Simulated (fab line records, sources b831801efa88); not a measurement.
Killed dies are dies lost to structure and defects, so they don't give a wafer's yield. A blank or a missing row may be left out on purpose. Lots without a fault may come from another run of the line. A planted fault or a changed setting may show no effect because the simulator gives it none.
fab line records | flow sky130
record lots=5 wafers=15 last_day=48
route steps=708 shown RES_PROTECT@209 POLY_GATE@213 LDD_N@237
lots that met no fault: from a run of the same line without faults
start_h: hours from the record's first day to the start of the lot's first wafer shown | wait_h: hours since the lot's step before | " the same as in the row above | L1.1+2: a row that stands for several wafers | - no value, or no start given | * or withheld: withheld | < > ~ a bound
route shown NAME@n: a module of which the file shows steps, and the number in the route of the first | usual: mean/standard deviation of fault-free wafers | same: alike in all rows | chamber/n: place in a boat | sites: the reading at each site | _std_site: their standard deviation | _edge_site: outer sites' mean less inner sites' | radius_mm: how far each site lies from the wafer's centre | mask NAME#n: copy n | behind: the tool/chamber that last shaped the wafer | hold: why the lot was held/for how many hours/how that ended | device: the transistor (n, p or np) that didn't switch | end of line: the same wafers' tests at the end of the route | a step without rows: its recipe alone | killed: dies lost to structure and defects at the first sort, not the wafer's yield | map: a wafer's dies, x killed, . not, _ none there
set.NAME: the setting as run; set.NAME@STEP: as run at that earlier step | model.NAME: the simulator's own value behind a step, which no gauge read
lots at some steps of the route; a table a step, a row a wafer
services: from which hour (start_h, from the record's first day; less than 0 if before it) a tool's chamber was out of use, for how many hours, and why
## steps
# step SKY_RES_PROTECT_SOFTBAKE_03
# recipe temp_c=90 time_s=60 resist=NOVOLAK
# usual heater_power_total_W=56.60/0.04
# columns lot.wafer tool chamber start_h wait_h heater_power_total_W
L078.1 litho_track-01 0 362.59 0.1 56.62
L078.3 " 0 " " 56.58
L078.5 " 0 " " 56.64
L079.1 litho_track-01 0 368.79 0.1 56.64
L079.2 " 0 " " 56.58
L079.4 " 0 " " 56.63
L081.1 litho_track-01 0 385.59 0.1 56.61
L081.4 " 0 " " 56.59
L081.5 " 0 " " 56.64
L085.4 litho_track-03 0 423.98 0.1 56.65
L085.5 " 0 " " 56.58
L085.6 " 0 " " 56.61
L089.1 litho_track-02 0 448.63 0.1 56.61
L089.5 " 0 " " 56.59
L089.6 " 0 " " 56.56
# step SKY_RES_PROTECT_EXPOSE_04
# recipe mask_id=RPM na=0.6 source_shape=conventional sigma_outer=0.6 polarization=unpolarized target_cd_nm=1270 dose_mj=130.1
# same na=0.6
# columns lot.wafer tool chamber start_h wait_h mask
L078.1+3+5 iline_stepper-01 0 - - RPM#0
L079.1+2+4 iline_stepper-01 0 - - RPM#0
L081.1+4+5 iline_stepper-02 0 - - RPM#0
L085.4+5+6 iline_stepper-01 0 - - RPM#0
L089.1+5+6 iline_stepper-01 0 - - RPM#0
# step SKY_RES_PROTECT_PEB_05
# recipe temp_c=withheld time_s=* resist=NOVOLAK
# columns lot.wafer tool chamber start_h wait_h
L078.1+3+5 litho_track-01 0 - -
L079.1+2+4 litho_track-02 0 - -
L081.1+4+5 litho_track-01 0 - -
L085.4+5+6 litho_track-01 0 - -
L089.1+5+6 litho_track-01 0 - -
# step SKY_RES_PROTECT_DEVELOP_06
# recipe resist=NOVOLAK developer=TMAH develop_time_s=60 dev_temp_c=23
# usual developer_temp_C=23.01/0.11
# same develop_time_s=60
# columns lot.wafer tool chamber start_h wait_h developer_temp_C
L078.1 litho_track-01 0 376.04 0.1 22.99
L078.3 " 0 " " 22.92
L078.5 " 0 " " 22.87
L079.1 litho_track-02 0 382.63 0.1 23.01
L079.2 " 0 " " 23.08
L079.4 " 0 " " 22.95
L081.1 litho_track-01 0 399.89 0.1 23.02
L081.4 " 0 " " 23.02
L081.5 " 0 " " 23.06
L085.4 litho_track-01 0 438.27 0.1 22.91
L085.5 " 0 " " 23.06
L085.6 " 0 " " 22.66
L089.1 litho_track-01 0 463.19 0.1 23.07
L089.5 " 0 " " 23.08
L089.6 " 0 " " 23.07
# step SKY_POLY_GATE_IMPLANT_02
# recipe species=P energy_kev=30 dose_cm2=7.7e+15 tilt_deg=0
# usual dose_ions_cm2=7.7e+15/8e+12 faraday_current_uA=13760/1500
# columns lot.wafer tool chamber start_h wait_h dose_ions_cm2 faraday_current_uA
L078.1 implanter-02 0 376.19 0.1 7.696e+15 11241
L078.3 " 0 " " 7.696e+15 11209
L078.5 " 0 " " 7.693e+15 11426
L079.1 implanter-01 0 382.78 0.1 7.704e+15 15052
L079.2 " 0 " " 7.689e+15 15018
L079.4 " 0 " " 7.69e+15 15177
L081.1 implanter-01 0 400.04 0.1 7.703e+15 14723
L081.4 " 0 " " 7.691e+15 15207
L081.5 " 0 " " 7.691e+15 14787
L085.4 implanter-01 0 438.42 0.1 7.71e+15 15433
L085.5 " 0 " " 7.695e+15 14495
L085.6 " 0 " " 7.708e+15 15497
L089.1 implanter-03 0 463.34 0.1 7.694e+15 13281
L089.5 " 0 " " 7.701e+15 13622
L089.6 " 0 " " 7.701e+15 13018
# step SKY_RES_PROTECT_STRIP_07
# recipe chemistry=O2/N2 power_w=1400 pressure_mtorr=1500 platen_temp_c=withheld o2_flow_sccm=3000 n2_flow_sccm=300 overash_fraction=0.5
# usual drypump_motor_current_A=5.9/0.5 oes_product_au=0.518/0.0048 strip_time_to_endpoint_s=23.30/0.041
# columns lot.wafer tool chamber start_h wait_h drypump_motor_current_A oes_product_au rf_hours_counter_h strip_time_to_endpoint_s
L078.1 plasma_asher-04 1 376.34 0.1 5.6 0.522 56 23.32
L078.3 " 1 " " 5.7 0.514 - 23.27
L078.5 " 1 " " 5.6 0.524 - 23.30
L079.1 plasma_asher-04 0 382.93 0.1 5.9 0.512 57 23.30
L079.2 " 1 " " 5.6 0.527 57 23.29
L079.4 " 1 " " 5.6 0.515 - 23.29
L081.1 plasma_asher-01 0 400.19 0.1 5.5 0.518 67 23.36
L081.4 " 0 " " 5.6 0.511 - 23.36
L081.5 " 0 " " 5.6 0.523 - 23.32
L085.4 plasma_asher-01 0 438.53 0.1 5.6 0.513 - 23.34
L085.5 " 0 " " 5.6 0.515 - 23.27
L085.6 " 1 " " 6.8 0.513 - 23.36
L089.1 plasma_asher-01 0 463.49 0.1 5.6 0.520 74 23.25
L089.5 " 1 " " 6.7 0.521 - 23.29
L089.6 " 0 " " 5.6 0.513 - 23.24
# step SKY_RES_PROTECT_TW_MEAS_08
# usual POLY_GATE_TW=4024/28
# columns lot.wafer tool chamber start_h wait_h POLY_GATE_TW
L078.1 film_metro-03 - 376.44 0.1 4048
L078.3 " - " " 4061
L078.5 " - " " 4032
L079.1 film_metro-03 - 383.03 0.1 4031
L079.2 " - " " 4051
L079.4 " - " " 4041
L081.1 film_metro-02 - 400.29 0.1 4011
L081.4 " - " " 4017
L081.5 " - " " 4028
L085.4 film_metro-02 - 438.62 0.1 4046
L085.5 " - " " 4047
L085.6 " - " " 4029
L089.1 film_metro-02 - 463.59 0.1 4054
L089.5 " - " " 4047
L089.6 " - " " 4034
# step SKY_RES_PROTECT_CLEAN_09
# recipe chemistry=SC1/SC2 mix=1:4:20 temp_c=70 time_s=150 dry=n2_spin
# usual bath_heat_duty_pct=13.0/0.88
# columns lot.wafer tool chamber start_h wait_h bath_heat_duty_pct
L078.1 wet_bench-04 3 376.50 0.1 12.2
L078.3 " 3 " " 13.4
L078.5 " 3 " " 13.3
L079.1 wet_bench-01 1 383.09 0.1 12.2
L079.2 " 1 " " 11.3
L079.4 " 1 " " 12.3
L081.1 wet_bench-01 3 400.35 0.1 14.6
L081.4 " 3 " " 14.7
L081.5 " 3 " " 13.3
L085.4 wet_bench-01 1 438.65 0.0 12.1
L085.5 " 1 " " 12.0
L085.6 " 1 " " 12.9
L089.1 wet_bench-01 0 463.65 0.1 12.4
L089.5 " 0 " " 11.7
L089.6 " 0 " " 13.6
# step SKY_POLY_GATE_CVD_03
# recipe material=Si3N4 precursor=DCS/NH3 target_thk_nm=75 temp_c=770 time_s=1290 pressure_mtorr=250
# usual spike_tc_top_C=783/3.7
# columns lot.wafer tool chamber start_h wait_h spike_tc_top_C
L078.1 lpcvd-02 1 376.60 0.0 781
L078.3 " 1 " " 778
L078.5 " 1 " " 781
L079.1 lpcvd-02 1 383.14 0.0 777
L079.2 " 1 " " 781
L079.4 " 1 " " 780
L081.1 lpcvd-02 0 401.26 0.9 787
L081.4 " 0 " " 787
L081.5 " 0 " " 787
L085.4 lpcvd-02 0 439.06 0.4 786
L085.5 " 0 " " 788
L085.6 " 0 " " 787
L089.1 lpcvd-02 1 464.36 0.7 779
L089.5 " 1 " " 780
L089.6 " 1 " " 781
# step SKY_POLY_GATE_THK_MEAS_04
# recipe reads=Si3N4_of_POLY_GATE_CVD_03
# usual POLY_GATE_CVD_03_THK=74.8/0.91
# columns lot.wafer tool chamber start_h wait_h POLY_GATE_CVD_03_THK[nm]
L078.1 film_metro-01 - 377.96 0.0 75.4
L078.3 " - " " 75.8
L078.5 " - " " 75.3
L079.1 film_metro-01 - 384.50 0.0 74.4
L079.2 " - " " 74.0
L079.4 " - " " 75.0
L081.1 film_metro-03 - 402.62 0.0 76.1
L081.4 " - " " 76.2
L081.5 " - " " 76.3
L085.4 film_metro-04 - 440.45 0.0 74.3
L085.5 " - " " 74.1
L085.6 " - " " 74.2
L089.1 film_metro-03 - 465.72 0.0 74.4
L089.5 " - " " 74.8
L089.6 " - " " 74.7
# step SKY_POLY_GATE_DEHYDRATE_05
# recipe temp_c=200 time_s=60
# usual heater_power_total_W=160.38/0.13
# columns lot.wafer tool chamber start_h wait_h heater_power_total_W
L078.1 litho_track-02 0 392.43 14.5 160.35
L078.3 " 0 " " 160.50
L078.5 " 0 " " 160.44
L079.1 litho_track-02 0 398.88 14.4 160.34
L079.2 " 0 " " 160.33
L079.4 " 0 " " 160.35
L081.1 litho_track-03 0 417.31 14.7 160.37
L081.4 " 0 " " 160.53
L081.5 " 0 " " 160.32
L085.4 litho_track-03 0 455.43 15.0 160.31
L085.5 " 0 " " 160.18
L085.6 " 0 " " 160.32
L089.1 litho_track-02 0 480.68 15.0 160.34
L089.5 " 0 " " 160.48
L089.6 " 0 " " 160.38
# step SKY_POLY_GATE_HMDS_06
# recipe prime_time_s=60 prime_temp_c=120
# columns lot.wafer tool chamber start_h wait_h
L078.1+3+5 litho_track-02 0 392.58 0.1
L079.1+2+4 litho_track-02 0 399.03 0.1
L081.1+4+5 litho_track-03 0 417.46 0.1
L085.4+5+6 litho_track-03 0 455.58 0.1
L089.1+5+6 litho_track-02 0 480.83 0.1
# step SKY_POLY_GATE_COAT_07
# recipe resist=BARC temp_c=withheld time_s=withheld spin_rpm=3000 resist_thk_nm=110
# columns lot.wafer tool chamber start_h wait_h
L078.1+3+5 litho_track-02 0 392.73 0.1
L079.1+2+4 litho_track-02 0 399.18 0.1
L081.1+4+5 litho_track-03 0 417.61 0.1
L085.4+5+6 litho_track-03 0 455.73 0.1
L089.1+5+6 litho_track-02 0 480.98 0.1
# step SKY_POLY_GATE_COAT_08
# recipe resist=KrF-thick spin_rpm=3000 resist_thk_nm=450
# columns lot.wafer tool chamber start_h wait_h
L078.1+3+5 litho_track-02 0 - -
L079.1+2+4 litho_track-02 0 - -
L081.1+4+5 litho_track-03 0 - -
L085.4+5+6 litho_track-03 0 - -
L089.1+5+6 litho_track-02 0 - -
# step SKY_POLY_GATE_SOFTBAKE_09
# recipe temp_c=100 time_s=90 resist=KrF-thick
# usual heater_power_total_W=57.37/0.11
# columns lot.wafer tool chamber start_h wait_h heater_power_total_W
L078.1 litho_track-02 0 - - 57.52
L078.3 " 0 " " 57.40
L078.5 " 0 " " 57.53
L079.1 litho_track-02 0 - - 57.25
L079.2 " 0 " " 57.51
L079.4 " 0 " " 57.30
L081.1 litho_track-03 0 - - 57.39
L081.4 " 0 " " 57.57
L081.5 " 0 " " 57.23
L085.4 litho_track-03 0 - - 57.50
L085.5 " 0 " " 57.20
L085.6 " 0 " " 57.33
L089.1 litho_track-02 0 - - 57.25
L089.5 " 0 " " 57.54
L089.6 " 0 " " 57.29
# step SKY_POLY_GATE_EXPOSE_10
# recipe mask_id=P1M na=0.68 source_shape=conventional sigma_outer=0.6 target_cd_nm=150 dose_mj=28
# same na=0.68
# columns lot.wafer tool chamber start_h wait_h mask
L078.1+3+5 krf_scanner-01 0 - - P1M#0
L079.1+2+4 krf_scanner-01 0 - - P1M#0
L081.1+4+5 krf_scanner-01 0 - - P1M#0
L085.4+5+6 krf_scanner-02 0 - - P1M#0
L089.1+5+6 krf_scanner-01 0 - - P1M#0
# step SKY_POLY_GATE_PEB_11
# recipe peb_temp_c=withheld peb_time_s=withheld resist=KrF-thick
# columns lot.wafer tool chamber start_h wait_h
L078.1+3+5 litho_track-03 0 - -
L079.1+2+4 litho_track-03 0 - -
L081.1+4+5 litho_track-03 0 - -
L085.4+5+6 litho_track-03 0 - -
L089.1+5+6 litho_track-02 0 - -
# step SKY_POLY_GATE_DEVELOP_12
# recipe develop_time_s=60 resist=KrF-thick dev_temp_c=21
# usual developer_temp_C=20.99/0.11
# same develop_time_s=60
# columns lot.wafer tool chamber start_h wait_h developer_temp_C
L078.1 litho_track-03 0 - - 20.99
L078.3 " 0 " " 20.87
L078.5 " 0 " " 21.05
L079.1 litho_track-03 0 - - 20.96
L079.2 " 0 " " 20.90
L079.4 " 0 " " 20.76
L081.1 litho_track-03 0 - - 21.06
L081.4 " 0 " " 20.91
L081.5 " 0 " " 21.06
L085.4 litho_track-03 0 - - 20.98
L085.5 " 0 " " 21.08
L085.6 " 0 " " 20.94
L089.1 litho_track-02 0 - - 20.92
L089.5 " 0 " " 20.84
L089.6 " 0 " " 21.01
# step SKY_POLY_GATE_CD_MEAS_13
# recipe target_cd_nm=150
# usual cd_nm=150.0/1.3
# columns lot.wafer tool chamber start_h wait_h cd_nm
L078.1 cd_sem-01 - 407.01 - 150.5
L078.3 " - " " 151.9
L078.5 " - " " 151.9
L079.1 cd_sem-01 - 413.71 - 149.3
L079.2 " - " " 149.5
L079.4 " - " " 148.9
L081.1 cd_sem-01 - 432.81 - 150.7
L081.4 " - " " 149.9
L081.5 " - " " 150.5
L085.4 cd_sem-02 - 471.12 - 149.8
L085.5 " - " " 150.5
L085.6 " - " " 150.1
L089.1 cd_sem-02 - 496.58 - 149.5
L089.5 " - " " 149.1
L089.6 " - " " 150.2
# step SKY_POLY_GATE_OVL_MEAS_14
# usual POLY_GATE_OVL=-1/7.6
# columns lot.wafer tool chamber start_h wait_h POLY_GATE_OVL[nm]
L078.1 overlay-01 - 407.13 0.1 5
L078.3 " - " " 4
L078.5 " - " " -1
L079.1 overlay-02 - 413.83 0.1 0
L079.2 " - " " 7
L079.4 " - " " 5
L081.1 overlay-02 - 432.93 0.1 -8
L081.4 " - " " 1
L081.5 " - " " -14
L085.4 overlay-01 - 471.20 0.1 -1
L085.5 " - " " 3
L085.6 " - " " -2
L089.1 overlay-01 - 496.70 0.1 -7
L089.5 " - " " -1
L089.6 " - " " -9
# step SKY_POLY_GATE_ETCH_15
# recipe chemistry=N2/H2 target=BARC ion_energy_ev=200 source_w=500 bias_w=100 pressure_mtorr=30 n2_flow_sccm=100 h2_flow_sccm=200 stop_on=SiO2 time_s=118.5 target_depth_a=1100
# usual drypump_motor_current_A=5.6/0.45 h2_flow_sccm=200.0/0.63 oes_product_au=0.715/0.0045 rf_fwd_power_W=497.8/1.7 throttle_valve_pct=13.213/0.0091
# columns lot.wafer tool chamber start_h wait_h drypump_motor_current_A h2_flow_sccm oes_product_au rf_fwd_power_W rf_hours_counter_h throttle_valve_pct
L078.1 rie_diel-04 0 407.16 0.0 5.8 199.7 0.715 499.1 56 13.217
L078.3 " 1 " " 5.5 199.8 0.714 494.8 5 13.216
L078.5 " 3 " " 4.9 200.2 0.718 499.1 - 13.216
L079.1 rie_diel-01 3 413.86 0.0 6.2 200.5 0.713 499.1 8 13.198
L079.2 " 0 " " 5.0 200.9 0.708 495.0 3 13.233
L079.4 " 1 " " 5.4 200.9 0.722 495.8 1 13.215
L081.1 rie_diel-02 1 432.96 0.0 5.5 199.8 0.723 498.5 95 13.211
L081.4 " 2 " " 5.7 199.9 0.716 500.5 - 13.213
L081.5 " 3 " " 6.1 199.3 0.722 499.9 - 13.213
L085.4 rie_diel-01 2 471.21 0.0 5.9 200.7 0.711 499.7 68 13.219
L085.5 " 3 " " 6.2 199.4 0.718 499.4 - 13.214
L085.6 " 0 " " 5.0 199.5 0.713 496.7 - 13.209
L089.1 rie_diel-01 3 496.73 0.0 6.2 200.2 0.713 500.6 10 13.221
L089.5 " 3 " " 6.2 200.0 0.721 497.9 - 13.213
L089.6 " 2 " " 5.9 200.1 0.713 498.1 - 13.212
# step SKY_POLY_GATE_ETCH_16
# recipe stop_on=poly-Si chemistry=CH3F/O2 target=Si3N4 source_w=400 bias_w=80 pressure_mtorr=25 ch3f_flow_sccm=40 O2_flow_sccm=30 time_s=147.5 target_depth_a=750
# usual O2_flow_sccm=30.01/0.085 drypump_motor_current_A=5.6/0.45 oes_product_au=0.639/0.0059 rf_fwd_power_W=398.4/1.3 throttle_valve_pct=10.535/0.0093
# columns lot.wafer tool chamber start_h wait_h O2_flow_sccm drypump_motor_current_A oes_product_au rf_fwd_power_W rf_hours_counter_h throttle_valve_pct
L078.1 rie_diel-04 0 407.25 0.0 30.11 5.8 0.640 398.9 56 10.547
L078.3 " 1 " " 30.06 5.5 0.644 400.4 6 10.533
L078.5 " 3 " " 29.90 4.9 0.642 398.1 - 10.548
L079.1 rie_diel-01 3 413.95 0.0 29.93 6.2 0.632 400.1 8 10.531
L079.2 " 0 " " 29.96 5.0 0.640 398.3 4 10.528
L079.4 " 1 " " 30.01 5.4 0.652 398.4 1 10.539
L081.1 rie_diel-02 1 433.05 0.0 30.05 5.5 0.649 397.7 95 10.523
L081.4 " 2 " " 29.93 5.7 0.639 400.7 - 10.530
L081.5 " 3 " " 30.18 6.1 0.646 398.3 - 10.549
L085.4 rie_diel-01 2 471.30 0.0 30.00 5.9 0.640 399.2 68 10.541
L085.5 " 3 " " 29.98 6.2 0.639 398.8 - 10.533
L085.6 " 0 " " 30.02 5.0 0.638 396.4 - 10.528
L089.1 rie_diel-01 3 496.82 0.0 29.85 6.2 0.637 397.7 10 10.527
L089.5 " 3 " " 30.01 6.1 0.644 399.6 - 10.547
L089.6 " 2 " " 29.98 5.9 0.653 398.1 - 10.533
# step SKY_POLY_GATE_ETCH_17
# recipe target_depth_nm=180 stop_on=SiO2 over_etch_frac=0.56667 chemistry=HBr/Cl2 target=poly-Si icp_w=400 bias_w=100 pressure_mtorr=10 HBr_flow_sccm=150 Cl2_flow_sccm=50 time_s=70.5
# usual drypump_motor_current_A=5.5/0.38 oes_product_au=0.986/0.008 rf_fwd_power_W=396.9/1.5 throttle_valve_pct=33.684/0.0087
# columns lot.wafer tool chamber start_h wait_h drypump_motor_current_A oes_product_au rf_fwd_power_W rf_hours_counter_h throttle_valve_pct
L078.1 rie_si-02 0 407.35 0.0 5.5 0.978 395.0 37 33.683
L078.3 " 1 " " 5.4 0.982 393.0 6 33.664
L078.5 " 3 " " 5.3 0.992 400.7 - 33.663
L079.1 rie_si-02 0 414.04 0.0 5.5 0.974 396.9 37 33.690
L079.2 " 2 " " 5.0 0.978 397.8 2 33.678
L079.4 " 0 " " 5.5 0.982 397.3 - 33.693
L081.1 rie_si-01 2 433.15 0.0 6.2 0.978 394.5 18 33.670
L081.4 " 0 " " 5.3 0.980 395.0 4 33.677
L081.5 " 0 " " 5.3 0.976 395.9 - 33.693
L085.4 rie_si-01 1 471.39 0.0 5.4 0.991 396.4 2 33.676
L085.5 " 0 " " 5.3 0.998 394.9 - 33.686
L085.6 " 1 " " 5.4 0.999 399.0 - 33.674
L089.1 rie_si-01 2 496.92 0.0 6.2 0.985 396.5 19 33.689
L089.5 " 2 " " 6.2 0.986 396.4 - 33.685
L089.6 " 3 " " 6.1 0.965 399.1 - 33.680
# step SKY_POLY_GATE_STRIP_18
# recipe chemistry=O2/N2 power_w=1400 pressure_mtorr=1500 platen_temp_c=withheld o2_flow_sccm=3000 n2_flow_sccm=300 overash_fraction=0.5
# usual drypump_motor_current_A=5.7/0.47 oes_product_au=0.361/0.0049 strip_time_to_endpoint_s=3.17/0.044
# columns lot.wafer tool chamber start_h wait_h drypump_motor_current_A oes_product_au rf_hours_counter_h strip_time_to_endpoint_s
L078.1 plasma_asher-03 0 407.40 0.0 6.4 0.361 30 3.18
L078.3 " 0 " " 6.3 0.350 - 3.12
L078.5 " 1 " " 5.9 0.360 - 3.08
L079.1 plasma_asher-02 0 414.10 0.0 6.0 0.356 75 3.15
L079.2 " 1 " " 5.0 0.357 75 3.16
L079.4 " 1 " " 5.0 0.369 - 3.16
L081.1 plasma_asher-02 1 433.20 0.0 5.0 0.363 0 3.21
L081.4 " 1 " " 5.0 0.365 - 3.19
L081.5 " 1 " " 5.0 0.368 - 3.20
L085.4 plasma_asher-03 0 471.48 0.1 6.4 0.356 - 3.14
L085.5 " 1 " " 5.9 0.357 - 3.13
L085.6 " 0 " " 6.4 0.360 - 3.22
L089.1 plasma_asher-04 1 496.97 0.0 5.6 0.371 68 3.18
L089.5 " 0 " " 5.9 0.359 - 3.15
L089.6 " 1 " " 5.6 0.358 - 3.25
# step SKY_POLY_GATE_CLEAN_19
# recipe chemistry=SC1/SC2 mix=1:4:20 temp_c=70 time_s=150 dry=n2_spin
# usual bath_heat_duty_pct=13.4/1.7
# columns lot.wafer tool chamber start_h wait_h bath_heat_duty_pct
L078.1 wet_bench-04 3 407.50 0.1 13.1
L078.3 " 3 " " 14.9
L078.5 " 3 " " 13.4
L079.1 wet_bench-02 0 414.20 0.1 16.3
L079.2 " 0 " " 16.3
L079.4 " 0 " " 16.8
L081.1 wet_bench-03 1 433.30 0.1 11.8
L081.4 " 1 " " 10.0
L081.5 " 1 " " 11.2
L085.4 wet_bench-04 3 471.55 0.0 12.8
L085.5 " 3 " " 13.0
L085.6 " 3 " " 12.4
L089.1 wet_bench-04 0 497.07 0.1 14.2
L089.5 " 0 " " 14.5
L089.6 " 0 " " 14.6
# step SKY_POLY_GATE_OXIDATION_20
# recipe temp_c=850 ambient=O2 stabilise_s=600 purge_s=300 target_thk_a=40 ox_time_s=899
# usual spike_tc_top_C=862.4/2.9
# columns lot.wafer tool chamber start_h wait_h spike_tc_top_C
L078.1 furnace-01 0 409.88 2.3 864.3
L078.3 " 0 " " 865.6
L078.5 " 0 " " 864.5
L079.1 furnace-01 0 415.64 1.4 864.6
L079.2 " 0 " " 864.6
L079.4 " 0 " " 866.6
L081.1 furnace-02 0 434.82 1.5 859.2
L081.4 " 0 " " 859.5
L081.5 " 0 " " 858.3
L085.4 furnace-01 0 471.60 0.0 866.9
L085.5 " 0 " " 866.2
L085.6 " 0 " " 865.1
L089.1 furnace-01 0 497.12 0.0 863.6
L089.5 " 0 " " 863.9
L089.6 " 0 " " 865.7
# step SKY_POLY_GATE_THK_MEAS_21
# recipe reads=SiO2_of_POLY_GATE_OXIDATION_20
# usual POLY_GATE_OXIDATION_THK=3.95/0.073
# columns lot.wafer tool chamber start_h wait_h POLY_GATE_OXIDATION_THK[nm]
L078.1 film_metro-01 - 411.13 0.0 3.93
L078.3 " - " " 3.94
L078.5 " - " " 3.98
L079.1 film_metro-03 - 416.89 0.0 3.98
L079.2 " - " " 4.01
L079.4 " - " " 3.97
L081.1 film_metro-01 - 436.07 0.0 3.91
L081.4 " - " " 3.88
L081.5 " - " " 4.02
L085.4 film_metro-04 - 472.88 0.0 4.00
L085.5 " - " " 4.00
L085.6 " - " " 3.94
L089.1 film_metro-01 - 498.37 0.0 4.02
L089.5 " - " " 3.98
L089.6 " - " " 3.98
# step SKY_POLY_GATE_CD_MEAS_22
# usual cd_nm=150.4/2.4
# columns lot.wafer tool chamber start_h wait_h cd_nm
L078.1 cd_sem-02 - 411.19 0.1 148.1
L078.3 " - " " 153.7
L078.5 " - " " 154.0
L079.1 cd_sem-02 - 416.95 0.1 149.2
L079.2 " - " " 153.0
L079.4 " - " " 151.6
L081.1 cd_sem-01 - 436.13 0.1 149.4
L081.4 " - " " 152.1
L081.5 " - " " 150.2
L085.4 cd_sem-01 - 473.00 0.1 149.1
L085.5 " - " " 149.1
L085.6 " - " " 149.2
L089.1 cd_sem-02 - 498.43 0.1 148.4
L089.5 " - " " 148.1
L089.6 " - " " 150.7
# step SKY_LDD_N_DEHYDRATE_00
# recipe temp_c=200 time_s=60
# usual heater_power_total_W=160.36/0.13
# columns lot.wafer tool chamber start_h wait_h heater_power_total_W
L078.1 litho_track-04 0 426.51 15.3 160.15
L078.3 " 0 " " 160.49
L078.5 " 0 " " 160.37
L079.1 litho_track-04 0 431.51 14.5 160.51
L079.2 " 0 " " 160.33
L079.4 " 0 " " 160.48
L081.1 litho_track-03 0 451.16 15.0 160.17
L081.4 " 0 " " 160.22
L081.5 " 0 " " 160.27
L085.4 litho_track-03 0 488.78 15.8 160.34
L085.5 " 0 " " 160.43
L085.6 " 0 " " 160.26
L089.1 litho_track-04 0 513.56 15.1 160.25
L089.5 " 0 " " 160.19
L089.6 " 0 " " 160.44
# step SKY_LDD_N_HMDS_01
# recipe prime_time_s=60 prime_temp_c=120
# columns lot.wafer tool chamber start_h wait_h
L078.1+3+5 litho_track-04 0 426.66 0.1
L079.1+2+4 litho_track-04 0 431.66 0.1
L081.1+4+5 litho_track-03 0 451.31 0.1
L085.4+5+6 litho_track-03 0 488.93 0.1
L089.1+5+6 litho_track-04 0 513.71 0.1
# step SKY_LDD_N_COAT_02
# recipe resist=NOVOLAK spin_rpm=3000 resist_thk_nm=300
# columns lot.wafer tool chamber start_h wait_h
L078.1+3+5 litho_track-04 0 426.81 0.1
L079.1+2+4 litho_track-04 0 431.81 0.1
L081.1+4+5 litho_track-03 0 451.46 0.1
L085.4+5+6 litho_track-03 0 489.08 0.1
L089.1+5+6 litho_track-04 0 513.86 0.1
# step SKY_LDD_N_SOFTBAKE_03
# recipe temp_c=90 time_s=60 resist=NOVOLAK
# usual heater_power_total_W=56.59/0.046
# columns lot.wafer tool chamber start_h wait_h heater_power_total_W
L078.1 litho_track-04 0 426.96 0.1 56.60
L078.3 " 0 " " 56.62
L078.5 " 0 " " 56.60
L079.1 litho_track-04 0 431.96 0.1 56.58
L079.2 " 0 " " 56.58
L079.4 " 0 " " 56.53
L081.1 litho_track-03 0 451.61 0.1 56.63
L081.4 " 0 " " 56.64
L081.5 " 0 " " 56.62
L085.4 litho_track-03 0 489.23 0.1 56.60
L085.5 " 0 " " 56.61
L085.6 " 0 " " 56.57
L089.1 litho_track-04 0 514.01 0.1 56.70
L089.5 " 0 " " 56.58
L089.6 " 0 " " 56.50
# step SKY_LDD_N_EXPOSE_04
# recipe mask_id=NTM target_cd_nm=840 na=0.6 source_shape=conventional sigma_outer=0.6 dose_mj=110
# same na=0.6
# columns lot.wafer tool chamber start_h wait_h mask
L078.1+3+5 iline_stepper-01 0 - - NTM#0
L079.1+2+4 iline_stepper-01 0 - - NTM#0
L081.1+4+5 iline_stepper-01 0 - - NTM#0
L085.4+5+6 iline_stepper-01 0 - - NTM#0
L089.1+5+6 iline_stepper-02 0 - - NTM#0
# step SKY_LDD_N_PEB_05
# recipe temp_c=withheld time_s=* resist=NOVOLAK
# columns lot.wafer tool chamber start_h wait_h
L078.1+3+5 litho_track-01 0 - -
L079.1+2+4 litho_track-03 0 - -
L081.1+4+5 litho_track-03 0 - -
L085.4+5+6 litho_track-03 0 - -
L089.1+5+6 litho_track-04 0 - -
# step SKY_LDD_N_DEVELOP_06
# recipe develop_time_s=60 dev_temp_c=23
# usual developer_temp_C=23.00/0.11
# same develop_time_s=60
# columns lot.wafer tool chamber start_h wait_h developer_temp_C
L078.1 litho_track-01 0 441.14 0.1 22.81
L078.3 " 0 " " 22.97
L078.5 " 0 " " 22.94
L079.1 litho_track-03 0 446.91 0.1 23.11
L079.2 " 0 " " 23.08
L079.4 " 0 " " 23.02
L081.1 litho_track-03 0 466.31 0.1 23.07
L081.4 " 0 " " 23.05
L081.5 " 0 " " 23.11
L085.4 litho_track-03 0 503.23 0.1 23.00
L085.5 " 0 " " 22.78
L085.6 " 0 " " 22.94
L089.1 litho_track-04 0 528.81 0.1 23.13
L089.5 " 0 " " 23.12
L089.6 " 0 " " 23.09
# step SKY_LDD_N_OVL_MEAS_07
# usual LDD_N_OVL=1.0/1.6
# columns lot.wafer tool chamber start_h wait_h LDD_N_OVL[nm]
L078.1 overlay-02 - 441.29 0.1 0.6
L078.3 " - " " 0.0
L078.5 " - " " 1.1
L079.1 overlay-02 - 447.06 0.1 4.4
L079.2 " - " " 5.1
L079.4 " - " " 5.1
L081.1 overlay-02 - 466.46 0.1 -0.7
L081.4 " - " " -1.9
L081.5 " - " " -0.5
L085.4 overlay-01 - 503.33 0.1 1.4
L085.5 " - " " 1.0
L085.6 " - " " 0.3
L089.1 overlay-01 - 528.99 0.2 -1.4
L089.5 " - " " -0.8
L089.6 " - " " -0.1
## services
# columns tool chamber start_h hours kind
krf_scanner-01 - 342.72 1.3 pm
krf_scanner-01 - 348.13 2.4 repair
krf_scanner-01 - 352.88 0.8 pm
implanter-01 - 354.79 5.0 repair
iline_stepper-01 - 360.48 1.7 pm
krf_scanner-01 - 360.68 1.0 pm
rie_diel-01 3 362.14 7.1 repair
plasma_asher-01 - 371.14 25.5 pm
furnace-01 - 381.09 14.5 pm
iline_stepper-01 - 387.67 14.8 repair
rie_diel-01 2 392.36 5.3 repair
rie_diel-01 - 399.01 2.8 pm
furnace-01 - 399.68 2.9 pm
rie_diel-01 2 403.26 2.3 repair
plasma_asher-01 - 405.40 0.4 repair
rie_diel-01 1 405.51 4.4 repair
rie_si-01 - 405.71 14.6 pm
krf_scanner-01 - 446.90 0.2 repair
krf_scanner-01 - 468.84 3.6 pm
furnace-01 - 475.88 8.5 pm
krf_scanner-01 - 518.62 1.3 pm
lpcvd-02 - 519.27 0.6 repair
krf_scanner-01 - 521.68 0.8 pm
furnace-01 - 522.13 11.6 pm
## key
fault none
